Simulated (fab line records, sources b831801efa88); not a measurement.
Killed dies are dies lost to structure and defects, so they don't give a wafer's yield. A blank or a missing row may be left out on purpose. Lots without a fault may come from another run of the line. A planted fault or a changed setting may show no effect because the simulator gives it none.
fab line records | flow sky130
record lots=12 wafers=36 last_day=50
route steps=708 shown METAL1@440 VIA1@480 CAP2M@603 PAD_OPEN@708
lots that met no fault: from a run of the same line without faults
start_h: hours from the record's first day to the start of the lot's first wafer shown | wait_h: hours since the lot's step before | " the same as in the row above | L1.1+2: a row that stands for several wafers | - no value, or no start given | * or withheld: withheld | < > ~ a bound
route shown NAME@n: a module of which the file shows steps, and the number in the route of the first | usual: mean/standard deviation of fault-free wafers | same: alike in all rows | chamber/n: place in a boat | sites: the reading at each site | _std_site: their standard deviation | _edge_site: outer sites' mean less inner sites' | radius_mm: how far each site lies from the wafer's centre | mask NAME#n: copy n | behind: the tool/chamber that last shaped the wafer | hold: why the lot was held/for how many hours/how that ended | device: the transistor (n, p or np) that didn't switch | end of line: the same wafers' tests at the end of the route | a step without rows: its recipe alone | killed: dies lost to structure and defects at the first sort, not the wafer's yield | map: a wafer's dies, x killed, . not, _ none there
set.NAME: the setting as run; set.NAME@STEP: as run at that earlier step | model.NAME: the simulator's own value behind a step, which no gauge read
steps of the route over a sample of lots; a table a step, a row a wafer
services: from which hour (start_h, from the record's first day; less than 0 if before it) a tool's chamber was out of use, for how many hours, and why
## steps
# step SKY_METAL1_THK_MEAS_06
# recipe thk_meas_gauge=xrf reads=AlCu_of_METAL1_SPUTTER_02
# usual METAL1_ALCU_THK=251.1/2.9
# columns lot.wafer tool chamber start_h wait_h METAL1_ALCU_THK[nm]
L708.2 film_metro-02 - 754.27 0.1 254.3
L708.3 " - " " 253.2
L708.6 " - " " 249.2
L713.2 film_metro-02 - 788.45 0.1 248.6
L713.5 " - " " 249.8
L713.6 " - " " 249.3
L715.3 film_metro-04 - 796.52 0.1 248.4
L715.4 " - " " 247.1
L715.6 " - " " 247.8
L716.1 film_metro-04 - 809.93 0.1 252.1
L716.2 " - " " 257.5
L716.4 " - " " 251.4
L717.1 film_metro-02 - 812.40 0.1 251.6
L717.2 " - " " 250.5
L717.6 " - " " 249.9
L723.2 film_metro-03 - 850.20 0.1 252.3
L723.4 " - " " 253.8
L723.5 " - " " 253.1
L722.2 film_metro-03 - 852.11 0.1 245.6
L722.5 " - " " 250.1
L722.6 " - " " 256.3
L726.1 film_metro-02 - 876.24 0.1 251.0
L726.2 " - " " 255.4
L726.5 " - " " 250.0
L724.3 film_metro-02 - 879.65 0.1 255.4
L724.4 " - " " 253.8
L724.6 " - " " 250.8
L729.2 film_metro-02 - 895.01 0.1 247.5
L729.4 " - " " 249.4
L729.6 " - " " 249.3
L730.2 film_metro-04 - 899.04 0.1 247.1
L730.3 " - " " 250.9
L730.5 " - " " 247.3
L731.1 film_metro-03 - 900.59 0.1 250.8
L731.3 " - " " 249.7
L731.6 " - " " 250.4
# step SKY_METAL1_METAL_ETCH_19
# recipe target_depth_a=3600 stop_on=SiO2 over_etch_frac=0.3 time_s=78 chemistry=Cl2/BCl3 resist_sidewall_deg=88 pressure_mtorr=10 icp_w=900 bias_w=48.5 Cl2_flow_sccm=60 bcl3_flow_sccm=30
# usual drypump_motor_current_A=5.78/0.23 oes_product_au=0.854/0.0066 throttle_valve_pct=22.265/0.0096
# same time_s=78
# columns lot.wafer tool chamber start_h wait_h drypump_motor_current_A oes_product_au rf_hours_counter_h throttle_valve_pct
L708.2 rie_metal-02 0 781.01 0.0 5.69 0.858 14 22.254
L708.3 " 1 " " 5.66 0.855 - 22.266
L708.6 " 0 " " 5.69 0.846 - 22.261
L713.2 rie_metal-03 0 814.60 0.0 6.00 0.854 16 22.252
L713.5 " 0 " " 6.01 0.840 - 22.274
L713.6 " 1 " " 5.88 0.854 - 22.265
L715.3 rie_metal-01 0 822.94 0.1 6.08 0.849 - 22.268
L715.4 " 1 " " 5.51 0.848 - 22.255
L715.6 " 0 " " 6.13 0.859 - 22.282
L716.1 rie_metal-01 0 835.60 0.0 6.13 0.860 15 22.258
L716.2 " 1 " " 5.48 0.842 14 22.271
L716.4 " 0 " " 6.11 0.850 - 22.241
L717.1 rie_metal-03 1 838.45 0.1 5.87 0.856 1 22.252
L717.2 " 1 " " 5.86 0.849 - 22.268
L717.6 " 1 " " 5.84 0.861 - 22.267
L723.2 rie_metal-02 0 875.34 0.1 5.68 0.849 - 22.255
L723.4 " 0 " " 5.73 0.857 - 22.252
L723.5 " 0 " " 5.71 0.869 - 22.280
L722.2 rie_metal-02 1 878.43 0.0 5.63 0.849 0 22.256
L722.5 " 0 " " 5.70 0.857 - 22.268
L722.6 " 1 " " 5.65 0.862 - 22.269
L726.1 rie_metal-01 1 901.75 0.1 5.51 0.854 16 22.276
L726.2 " 1 " " 5.48 0.857 - 22.276
L726.5 " 1 " " 5.49 0.852 - 22.266
L724.3 rie_metal-03 0 904.88 0.1 6.00 0.868 - 22.257
L724.4 " 1 " " 5.88 0.859 - 22.265
L724.6 " 0 " " 5.99 0.849 - 22.274
L729.2 rie_metal-02 0 919.25 0.0 5.70 0.844 3 22.251
L729.4 " 0 " " 5.69 0.855 - 22.257
L729.6 " 0 " " 5.69 0.842 - 22.254
L730.2 rie_metal-01 1 923.05 0.0 5.50 0.844 17 22.286
L730.3 " 0 " " 6.13 0.858 - 22.276
L730.5 " 0 " " 6.11 0.851 - 22.273
L731.1 rie_metal-03 0 924.86 0.0 6.03 0.861 3 22.272
L731.3 " 0 " " 6.02 0.851 - 22.256
L731.6 " 1 " " 5.87 0.846 - 22.260
# step SKY_VIA1_RS_MEAS_22
# recipe thk_meas_gauge=four-point-probe reads=W_of_VIA1_CVD_21+TiN_of_VIA1_SPUTTER_20
# usual VIA1_W_RS=0.427/0.0073
# columns lot.wafer tool chamber start_h wait_h VIA1_W_RS[ohm/sq]
L708.2 film_metro-03 - 808.44 0.1 0.418
L708.3 " - " " 0.434
L708.6 " - " " 0.415
L713.2 film_metro-04 - 842.77 0.1 0.416
L713.5 " - " " 0.421
L713.6 " - " " 0.430
L715.3 film_metro-01 - 850.03 0.1 0.426
L715.4 " - " " 0.417
L715.6 " - " " 0.432
L716.1 film_metro-01 - 863.05 0.1 0.439
L716.2 " - " " 0.437
L716.4 " - " " 0.447
L717.1 film_metro-03 - 866.60 0.1 0.437
L717.2 " - " " 0.426
L717.6 " - " " 0.428
L723.2 film_metro-03 - 902.63 0.1 0.436
L723.4 " - " " 0.436
L723.5 " - " " 0.432
L722.2 film_metro-03 - 905.53 0.1 0.430
L722.5 " - " " 0.428
L722.6 " - " " 0.428
L726.1 film_metro-03 - 928.85 0.1 0.427
L726.2 " - " " 0.421
L726.5 " - " " 0.434
L724.3 film_metro-03 - 930.99 0.1 0.415
L724.4 " - " " 0.431
L724.6 " - " " 0.432
L729.2 film_metro-04 - 946.06 0.1 0.413
L729.4 " - " " 0.415
L729.6 " - " " 0.432
L730.2 film_metro-01 - 950.00 0.1 0.425
L730.3 " - " " 0.420
L730.5 " - " " 0.414
L731.1 film_metro-01 - 952.32 0.1 0.418
L731.3 " - " " 0.423
L731.6 " - " " 0.428
# step SKY_CAP2M_CVD_00
# recipe material=SiO2 target_thk_nm=15.5 temp_c=400 time_s=withheld rf_w=450
# usual heater_power_outer_w=426/66 heater_power_w=744/95
# columns lot.wafer tool chamber start_h wait_h heater_power_outer_w heater_power_w
L708.2 pecvd-04 0 941.29 0.0 440 806
L708.3 " 1 " " 308 533
L708.6 " 0 " " 437 801
L713.2 pecvd-04 0 974.69 0.0 392 753
L713.5 " 0 " " 384 766
L713.6 " 1 " " 305 535
L715.3 pecvd-04 0 980.19 0.0 422 807
L715.4 " 1 " " 356 629
L715.6 " 0 " " 430 806
L716.1 pecvd-04 0 992.84 0.0 435 820
L716.2 " 1 " " 284 526
L716.4 " 2 " " 445 770
L717.1 pecvd-01 0 995.83 0.0 518 850
L717.2 " 0 " " 530 820
L717.6 " 0 " " 527 845
L723.2 pecvd-02 1 1030.33 0.0 - -
L723.4 " 0 " " - -
L723.5 " 1 " " - -
L722.2 pecvd-04 0 1033.90 0.0 - -
L722.5 " 2 " " - -
L722.6 " 0 " " - -
L726.1 pecvd-02 2 1053.50 0.0 - -
L726.2 " 1 " " - -
L726.5 " 1 " " - -
L724.3 pecvd-02 2 1057.37 0.0 349 707
L724.4 " 1 " " 462 790
L724.6 " 0 " " 504 789
L729.2 pecvd-02 2 1069.05 0.0 397 763
L729.4 " 2 " " 406 775
L729.6 " 0 " " 438 695
L730.2 pecvd-02 0 1074.76 0.0 369 634
L730.3 " 2 " " 463 842
L730.5 " 0 " " 381 651
L731.1 pecvd-04 1 1076.23 0.0 354 605
L731.3 " 2 " " 407 726
L731.6 " 1 " " 348 616
# step SKY_PAD_OPEN_PROBE_99
# usual defect_limited_yield=82.6/1.9 killed_at_M0_to_M3=43/7.1 killed_at_M4_up=3.0/1.6 killed_at_contacts=24/5.3 killed_at_front_end=16/4.1 killed_at_other=0.5/0.82 killed_dies=86/9.4 killed_on_rim=17/4.1 killed_open=46/6.9 killed_short=39/6.5 sort_bin_3_pad_short=0.9/0.45 sort_bin_5_function=10.3/1.5 sort_bin_6_memory=6.2/1.1 sort_n_pass=406/9.4 sort_yield_pct=82.6/1.9
# same gross_dies=492 killed_at_back_side=0 sort_bin_4_leakage[%]=0 sort_bin_8_speed[%]=0
# columns lot.wafer tool chamber start_h wait_h defect_limited_yield[%] killed_at_M0_to_M3 killed_at_M4_up killed_at_contacts killed_at_front_end killed_at_other killed_dies killed_on_rim killed_open killed_short sort_bin_3_pad_short[%] sort_bin_5_function[%] sort_bin_6_memory[%] sort_n_pass sort_yield_pct[%]
L713.2 prober-01 - 1114.81 0.1 81.3 40 2 35 15 0 92 19 55 37 1.2 12.8 4.7 400 81.3
L713.5 prober-01 - 1114.96 0.2 81.5 45 3 27 14 2 91 24 49 40 0.8 12.4 5.3 401 81.5
L713.6 prober-01 - 1115.01 0.2 82.5 47 0 25 14 0 86 17 47 39 1.6 8.5 7.3 406 82.5
L716.1 prober-02 - 1129.94 0.1 83.5 39 7 20 15 0 81 20 47 34 0.2 11.2 5.1 411 83.5
L716.2 prober-02 - 1129.99 0.1 86.0 35 7 15 11 1 69 10 34 34 1.0 8.5 4.5 423 86.0
L716.4 prober-02 - 1130.09 0.2 81.9 42 2 25 20 0 89 17 45 44 1.8 10.6 5.7 403 81.9
L723.2 prober-02 - 1160.08 0.1 0 47 5 29 24 387 492 96 56 49 0.6 91.9 7.5 0 0
L723.4 prober-02 - 1160.18 0.2 0 46 1 18 12 415 492 96 39 39 0.6 91.7 7.7 0 0
L723.5 prober-02 - 1160.23 0.2 0 49 4 20 10 409 492 96 51 32 0.4 91.9 7.7 0 0
L722.2 prober-01 - 1162.34 0.1 0 51 2 32 13 394 492 96 50 48 0.2 91.5 8.3 0 0
L722.5 prober-01 - 1162.49 0.2 0 47 6 18 20 401 492 96 50 41 0.6 92.7 6.7 0 0
L722.6 prober-01 - 1162.54 0.2 0 60 0 23 28 381 492 96 57 54 1.6 90.4 7.9 0 0
L726.1 prober-02 - 1178.17 0.1 0 54 3 30 12 393 492 96 59 40 1.8 89.8 8.3 0 0
L726.2 prober-02 - 1178.22 0.1 0 37 7 29 11 408 492 96 51 32 1.2 92.1 6.7 0 0
L726.5 prober-02 - 1178.37 0.2 0 40 2 33 10 407 492 96 46 39 0.4 93.3 6.3 0 0
L724.3 prober-01 - 1180.82 0.2 82.1 44 6 24 13 1 88 19 47 40 1.6 11.0 5.3 404 82.1
L724.4 prober-01 - 1180.87 0.2 82.5 52 3 22 9 0 86 20 44 40 0.8 12.2 4.5 406 82.5
L724.6 prober-01 - 1180.97 0.2 81.9 50 1 22 16 0 89 10 48 41 0.6 11.0 6.5 403 81.9
# killed by level:class
L713.2 CONTACT:geometric_particle:open=13 LI_CONTACT:geometric_particle:open=11 VIA1:geometric_particle:open=8 VIA3:geometric_particle:short=6 VIA3:geometric_particle:open=5 LOCAL_INTERCONNECT:geometric_particle:short=5 LI_CONTACT:geometric_particle:short=4 METAL1:geometric_particle:short=4
L713.5 VIA1:geometric_particle:open=11 CONTACT:geometric_particle:open=10 CONTACT:geometric_particle:short=7 VIA1:geometric_particle:short=6 VIA3:geometric_particle:open=6 VIA3:geometric_particle:short=6 LI_CONTACT:geometric_particle:open=5 METAL2:geometric_particle:short=5
L713.6 VIA1:geometric_particle:open=11 CONTACT:geometric_particle:open=9 LI_CONTACT:geometric_particle:open=8 METAL1:geometric_particle:short=6 METAL2:geometric_particle:short=6 VIA2:geometric_particle:open=6 METAL3:geometric_particle:short=6 FIELD_ISO:geometric_particle:open=4
L716.1 VIA1:geometric_particle:open=14 LOCAL_INTERCONNECT:geometric_particle:short=6 FIELD_ISO:geometric_particle:open=5 CONTACT:geometric_particle:open=5 VIA3:geometric_particle:short=4 POLY_GATE:geometric_particle:open=4 LI_CONTACT:geometric_particle:open=4 CONTACT:geometric_particle:short=4
L716.2 METAL2:geometric_particle:short=8 VIA1:geometric_particle:open=7 LI_CONTACT:geometric_particle:open=6 METAL4:geometric_particle:short=6 METAL1:geometric_particle:short=5 VIA3:geometric_particle:open=5 POLY_GATE:geometric_particle:open=3 CONTACT:geometric_particle:open=3
L716.4 VIA3:geometric_particle:open=8 LI_CONTACT:geometric_particle:open=8 METAL2:geometric_particle:short=6 CONTACT:geometric_particle:open=6 VIA1:geometric_particle:open=5 FIELD_ISO:geometric_particle:short=4 POLY_GATE:geometric_particle:short=4 POLY_GATE:geometric_particle:open=4
L723.2 CAP2M:area_cvd=387 VIA1:geometric_particle:open=12 VIA3:geometric_particle:open=10 FIELD_ISO:geometric_particle:open=9 FIELD_ISO:geometric_particle:short=8 LI_CONTACT:geometric_particle:open=8 CONTACT:geometric_particle:short=8 CONTACT:geometric_particle:open=7
L723.4 CAP2M:area_cvd=414 VIA1:geometric_particle:open=8 METAL1:geometric_particle:short=8 METAL2:geometric_particle:short=7 VIA2:geometric_particle:open=6 LI_CONTACT:geometric_particle:open=5 CONTACT:geometric_particle:open=5 VIA1:geometric_particle:short=4
L723.5 CAP2M:area_cvd=409 VIA1:geometric_particle:open=12 VIA2:geometric_particle:open=10 LI_CONTACT:geometric_particle:open=7 METAL2:geometric_particle:short=6 CONTACT:geometric_particle:open=6 VIA3:geometric_particle:open=6 METAL1:geometric_particle:short=5
L722.2 CAP2M:area_cvd=394 CONTACT:geometric_particle:open=9 LI_CONTACT:geometric_particle:open=9 METAL1:geometric_particle:short=9 VIA3:geometric_particle:open=8 VIA1:geometric_particle:open=7 VIA2:geometric_particle:open=7 VIA1:geometric_particle:short=6
L722.5 CAP2M:area_cvd=401 VIA2:geometric_particle:open=10 CONTACT:geometric_particle:open=9 VIA1:geometric_particle:open=7 POLY_GATE:geometric_particle:short=6 METAL4:geometric_particle:short=6 VIA3:geometric_particle:open=6 VIA1:geometric_particle:short=5
L722.6 CAP2M:area_cvd=381 POLY_GATE:geometric_particle:open=9 VIA1:geometric_particle:open=9 VIA2:geometric_particle:open=9 METAL2:geometric_particle:short=8 VIA1:geometric_particle:short=7 CONTACT:geometric_particle:short=7 CONTACT:geometric_particle:open=7
L726.1 CAP2M:area_cvd=393 CONTACT:geometric_particle:open=15 VIA1:geometric_particle:open=13 METAL2:geometric_particle:short=9 LI_CONTACT:geometric_particle:open=7 VIA2:geometric_particle:open=7 VIA3:geometric_particle:open=6 METAL3:geometric_particle:short=4
L726.2 CAP2M:area_cvd=408 VIA1:geometric_particle:open=11 CONTACT:geometric_particle:open=9 VIA2:geometric_particle:open=8 LI_CONTACT:geometric_particle:open=6 LOCAL_INTERCONNECT:geometric_particle:short=5 CONTACT:geometric_particle:short=5 METAL2:geometric_particle:short=4
L726.5 CAP2M:area_cvd=406 CONTACT:geometric_particle:open=15 VIA1:geometric_particle:open=11 LI_CONTACT:geometric_particle:open=8 METAL1:geometric_particle:short=7 METAL2:geometric_particle:short=5 VIA2:geometric_particle:open=5 POLY_GATE:geometric_particle:short=4
L724.3 CONTACT:geometric_particle:open=11 VIA1:geometric_particle:open=10 LI_CONTACT:geometric_particle:open=7 METAL2:geometric_particle:short=6 POLY_GATE:geometric_particle:short=5 VIA3:geometric_particle:open=5 FIELD_ISO:geometric_particle:short=4 METAL1:geometric_particle:short=4
L724.4 VIA1:geometric_particle:open=11 LI_CONTACT:geometric_particle:open=7 VIA2:geometric_particle:short=7 VIA2:geometric_particle:open=7 METAL1:geometric_particle:short=6 METAL2:geometric_particle:short=6 CONTACT:geometric_particle:open=5 LOCAL_INTERCONNECT:geometric_particle:short=3
L724.6 VIA1:geometric_particle:open=11 VIA3:geometric_particle:open=9 METAL1:geometric_particle:short=8 CONTACT:geometric_particle:open=7 FIELD_ISO:geometric_particle:short=6 LI_CONTACT:geometric_particle:open=6 CONTACT:geometric_particle:short=4 VIA1:geometric_particle:short=4
## services
# columns tool chamber start_h hours kind
pecvd-01 2 765.03 4.7 repair
rie_metal-03 - 778.79 2.8 pm
pecvd-04 0 779.55 4.9 repair
pecvd-02 0 787.17 3.5 repair
pecvd-01 - 791.58 2.6 repair
pecvd-02 - 793.11 0.4 repair
pecvd-02 - 806.00 28.1 pm
rie_metal-03 0 829.62 1.5 repair
pecvd-01 - 834.28 0.8 pm
rie_metal-01 - 847.89 1.4 pm
pecvd-01 0 861.12 14.1 repair
pecvd-02 0 890.03 21.3 repair
pecvd-04 - 901.85 0.9 repair
pecvd-04 - 906.29 1.8 repair
pecvd-04 - 921.70 2.4 repair
rie_metal-01 - 937.59 0.2 repair
pecvd-02 - 943.47 5.3 repair
rie_metal-02 1 946.45 3.9 repair
rie_metal-02 - 948.80 4.3 pm
rie_metal-02 0 962.05 2.9 repair
pecvd-04 - 1003.47 0.9 repair
pecvd-04 2 1004.24 4.9 repair
rie_metal-03 - 1008.49 0.6 repair
rie_metal-03 - 1047.00 14.6 pm
## key
first_sign step=SKY_CAP2M_CVD_00 reading=tool_record direction=missing
effect step=SKY_PAD_OPEN_PROBE_99 reading=killed_at_other direction=up sigmas=99+ usual=0.5 struck=399.4
more_kills_born_at SKY_CAP2M_CVD_00@pecvd-02=2416 SKY_CAP2M_CVD_00@pecvd-04=1175
met_at SKY_CAP2M_CVD_00
struck_lots L722,L723,L726
later_rows_left_out L722.2,L722.5,L722.6,L723.2,L723.4,L723.5,L726.1,L726.2,L726.5
not_acting_at SKY_METAL1_THK_MEAS_06,SKY_METAL1_METAL_ETCH_19,SKY_VIA1_RS_MEAS_22
onset_between 992.84 1030.33
fault kind=skipped_step_whole tool=pecvd-02,pecvd-04 chamber=- onset_h=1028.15 steps=SKY_CAP2M_CVD_00 scope=struck_lots_only
# later_rows_left_out: the simulator's readings of these wafers behind a module that went badly wrong aren't trusted and aren't shown, but for the sort
